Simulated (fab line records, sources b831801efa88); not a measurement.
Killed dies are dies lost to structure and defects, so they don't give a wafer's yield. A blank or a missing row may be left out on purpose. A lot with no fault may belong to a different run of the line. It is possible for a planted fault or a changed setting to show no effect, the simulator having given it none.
What tool caused it? / flow gf180mcu / 14 lots with 42 wafers sampled at 5 steps, on a route of 602 steps

WHAT THE GAUGES SHOWED, per wafer
GF_STI_THK_MEAS_30.
lot=L901; measured=day 2 06:01; on=film metro-02; STI_OXIDATION_02_THK (nm)=9.89 9.91 9.79
lot=L902; measured=day 2 12:18; on=film metro-01; STI_OXIDATION_02_THK (nm)=9.99 9.94 9.75
lot=L903; measured=day 2 16:08; on=film metro-01; STI_OXIDATION_02_THK (nm)=10.15 10.30 10.13
lot=L904; measured=day 2 22:50; on=film metro-03; STI_OXIDATION_02_THK (nm)=10.03 10.24 10.13
lot=L906; measured=day 3 12:10; on=film metro-01; STI_OXIDATION_02_THK (nm)=10.28 10.40 10.48
lot=L911; measured=day 4 14:08; on=film metro-01; STI_OXIDATION_02_THK (nm)=10.08 10.02 10.13
lot=L912; measured=day 4 17:56; on=film metro-01; STI_OXIDATION_02_THK (nm)=10.07 10.11 10.26
lot=L914; measured=day 5 02:29; on=film metro-03; STI_OXIDATION_02_THK (nm)=9.77 9.91 9.78
lot=L916; measured=day 5 12:13; on=film metro-01; STI_OXIDATION_02_THK (nm)=10.06 9.95 10.21
lot=L918; measured=day 5 22:02; on=film metro-02; STI_OXIDATION_02_THK (nm)=10.26 10.30 10.30
lot=L921; measured=day 6 13:29; on=film metro-02; STI_OXIDATION_02_THK (nm)=10.45 10.49 10.52
lot=L922; measured=day 6 17:26; on=film metro-03; STI_OXIDATION_02_THK (nm)=10.47 10.11 10.32
lot=L923; measured=day 6 23:37; on=film metro-02; STI_OXIDATION_02_THK (nm)=10.29 10.29 10.29
lot=L924; measured=day 7 06:13; on=film metro-03; STI_OXIDATION_02_THK (nm)=10.25 10.24 10.10

GF_NWELL_OVL_MEAS_07.
lot=L901; measured=day 3 05:53; on=overlay-01; NWELL_OVL (nm)=0.0 0.0 0.5
lot=L902; measured=day 3 12:43; on=overlay-01; NWELL_OVL (nm)=0.1 -1.6 2.3
lot=L903; measured=day 3 16:07; on=overlay-01; NWELL_OVL (nm)=0.2 0.6 0.6
lot=L904; measured=day 3 23:19; on=overlay-01; NWELL_OVL (nm)=2.7 3.4 2.6
lot=L906; measured=day 4 13:04; on=overlay-01; NWELL_OVL (nm)=1.9 2.0 -0.6
lot=L911; measured=day 5 19:04; on=overlay-02; NWELL_OVL (nm)=0.2 0.7 0.4
lot=L912; measured=day 5 22:37; on=overlay-01; NWELL_OVL (nm)=0.7 0.0 0.2
lot=L914; measured=day 6 08:01; on=overlay-01; NWELL_OVL (nm)=-0.8 -3.7 -1.7
lot=L916; measured=day 6 19:01; on=overlay-01; NWELL_OVL (nm)=0.7 0.1 0.2
lot=L918; measured=day 7 03:40; on=overlay-02; NWELL_OVL (nm)=0.8 0.4 -1.3
lot=L921; measured=day 7 20:52; on=overlay-02; NWELL_OVL (nm)=0.7 2.0 1.4
lot=L922; measured=day 8 01:07; on=overlay-01; NWELL_OVL (nm)=-0.5 0.0 -0.3
lot=L923; measured=day 8 07:46; on=overlay-02; NWELL_OVL (nm)=0.2 1.5 0.9
lot=L924; measured=day 8 15:34; on=overlay-01; NWELL_OVL (nm)=0.7 3.0 2.5

GF_LVPWELL_TW_MEAS_11.
lot=L901; measured=day 3 18:55; on=film metro-02; LVPWELL_TW=565 560 565
lot=L902; measured=day 4 02:04; on=film metro-03; LVPWELL_TW=558 557 559
lot=L903; measured=day 4 05:02; on=film metro-03; LVPWELL_TW=557 560 559
lot=L904; measured=day 4 12:32; on=film metro-02; LVPWELL_TW=560 561 562
lot=L906; measured=day 5 03:54; on=film metro-04; LVPWELL_TW=567 567 563
lot=L911; measured=day 6 11:03; on=film metro-03; LVPWELL_TW=556 557 558
lot=L912; measured=day 6 14:12; on=film metro-04; LVPWELL_TW=566 569 564
lot=L914; measured=day 7 00:06; on=film metro-02; LVPWELL_TW=563 562 561
lot=L916; measured=day 7 11:56; on=film metro-03; LVPWELL_TW=559 561 557
lot=L918; measured=day 7 20:17; on=film metro-03; LVPWELL_TW=555 556 557
lot=L921; measured=day 8 13:20; on=film metro-02; LVPWELL_TW=561 559 561
lot=L922; measured=day 8 17:43; on=film metro-02; LVPWELL_TW=559 559 559
lot=L923; measured=day 9 01:23; on=film metro-02; LVPWELL_TW=564 566 563
lot=L924; measured=day 9 09:26; on=film metro-02; LVPWELL_TW=563 564 563

GF_VT_IMPLANT_TW_MEAS_21.
lot=L901; measured=day 6 04:10; on=film metro-01; VT_IMPLANT_2_TW=1224 1226 1222
lot=L902; measured=day 6 11:28; on=film metro-01; VT_IMPLANT_2_TW=1224 1226 1222
lot=L903; measured=day 6 14:26; on=film metro-02; VT_IMPLANT_2_TW=1209 1206 1213
lot=L904; measured=day 7 01:02; on=film metro-01; VT_IMPLANT_2_TW=1229 1228 1231
lot=L906; measured=day 7 19:12; on=film metro-04; VT_IMPLANT_2_TW=1226 1220 1221
lot=L911; measured=day 9 05:30; on=film metro-01; VT_IMPLANT_2_TW=1178 1179 1182
lot=L912; measured=day 9 07:27; on=film metro-02; VT_IMPLANT_2_TW=1177 1178 1174
lot=L914; measured=day 9 20:04; on=film metro-01; VT_IMPLANT_2_TW=1224 1228 1216
lot=L916; measured=day 10 08:42; on=film metro-01; VT_IMPLANT_2_TW=1210 1213 1213
lot=L918; measured=day 10 17:57; on=film metro-01; VT_IMPLANT_2_TW=1221 1218 1211
lot=L921; measured=day 11 13:11; on=film metro-01; VT_IMPLANT_2_TW=1224 1225 1223
lot=L922; measured=day 11 19:25; on=film metro-01; VT_IMPLANT_2_TW=1222 1231 1225
lot=L923; measured=day 12 02:08; on=film metro-04; VT_IMPLANT_2_TW=1227 1227 1227
lot=L924; measured=day 12 11:56; on=film metro-02; VT_IMPLANT_2_TW=1218 1217 1214

WHICH TOOL RAN EACH LOT (tool, then ch and the chambers of the sampled wafers, then the start)
lot=L901; GF_VT_IMPLANT_IMPLANT_19=implanter-01 ch 0, day 6 03:57
lot=L902; GF_VT_IMPLANT_IMPLANT_19=implanter-01 ch 0, day 6 11:15
lot=L903; GF_VT_IMPLANT_IMPLANT_19=implanter-01 ch 0, day 6 14:11
lot=L904; GF_VT_IMPLANT_IMPLANT_19=implanter-03 ch 0, day 7 00:47
lot=L906; GF_VT_IMPLANT_IMPLANT_19=implanter-04 ch 0, day 7 18:57
lot=L911; GF_VT_IMPLANT_IMPLANT_19=implanter-03 ch 0, day 9 05:16
lot=L912; GF_VT_IMPLANT_IMPLANT_19=implanter-03 ch 0, day 9 07:13
lot=L914; GF_VT_IMPLANT_IMPLANT_19=implanter-04 ch 0, day 9 19:49
lot=L916; GF_VT_IMPLANT_IMPLANT_19=implanter-01 ch 0, day 10 08:27
lot=L918; GF_VT_IMPLANT_IMPLANT_19=implanter-01 ch 0, day 10 17:43
lot=L921; GF_VT_IMPLANT_IMPLANT_19=implanter-04 ch 0, day 11 12:56
lot=L922; GF_VT_IMPLANT_IMPLANT_19=implanter-01 ch 0, day 11 19:11
lot=L923; GF_VT_IMPLANT_IMPLANT_19=implanter-01 ch 0, day 12 01:53
lot=L924; GF_VT_IMPLANT_IMPLANT_19=implanter-03 ch 0, day 12 11:41
- GF_VT_IMPLANT_IMPLANT_19

AS READ BY THE TOOLS THEMSELVES (means over the sampled wafers that have a number; for cases with no such wafer, the mark the record gives instead)
GF_VT_IMPLANT_IMPLANT_19.
lot=L901; tool=implanter-01; beam energy keV=99.98
lot=L902; tool=implanter-01; beam energy keV=100.01
lot=L903; tool=implanter-01; beam energy keV=100.00
lot=L904; tool=implanter-03; beam energy keV=99.97
lot=L906; tool=implanter-04; beam energy keV=99.98
lot=L911; tool=implanter-03; beam energy keV=88.33
lot=L912; tool=implanter-03; beam energy keV=88.31
lot=L914; tool=implanter-04; beam energy keV=100.03
lot=L916; tool=implanter-01; beam energy keV=99.96
lot=L918; tool=implanter-01; beam energy keV=99.97
lot=L921; tool=implanter-04; beam energy keV=99.95
lot=L922; tool=implanter-01; beam energy keV=99.97
lot=L923; tool=implanter-01; beam energy keV=100.00
lot=L924; tool=implanter-03; beam energy keV=100.03

THE ANSWER, worked out from the rows above alone
Rule: the usual values come from the lots themselves. The widest of any qualifying gaps counts: lots, ordered by their means at a reading, are off when they make up no more than a third of the lots, leave a main group of 4 or more, and stand apart from it by 3 or more times the standard deviation of that group's means. A main group is skipped when, at the precision printed for the reading in the tables above, its means are all equal. A lot without any number at a reading at which 4 lots or more have one is off too. The other lots that the step has rows for count as sound. The gauges are gone through in route order, then the tools' own readings, and for those a lot's mean is taken as printed above. At the first step where some lot is off, the reading lying furthest off is the one used; lots without a number count as furthest.
Off: L911, L912, at GF_VT_IMPLANT_TW_MEAS_21 (VT_IMPLANT_2_TW). For the main group the mean is 1221 and the standard deviation 5.9.
If a tool, at a process step before that reading, ran all the lots that are off and no sound lot after the first of them, it fits. Not tried: the gauges at GF_VT_IMPLANT_TW_MEAS_21; whatever is off there is also off at GF_VT_IMPLANT_IMPLANT_19, on other tools, and gauge error can't account for it. No candidate that was tried fits.

WHAT WAS PUT IN BY THE SIMULATOR
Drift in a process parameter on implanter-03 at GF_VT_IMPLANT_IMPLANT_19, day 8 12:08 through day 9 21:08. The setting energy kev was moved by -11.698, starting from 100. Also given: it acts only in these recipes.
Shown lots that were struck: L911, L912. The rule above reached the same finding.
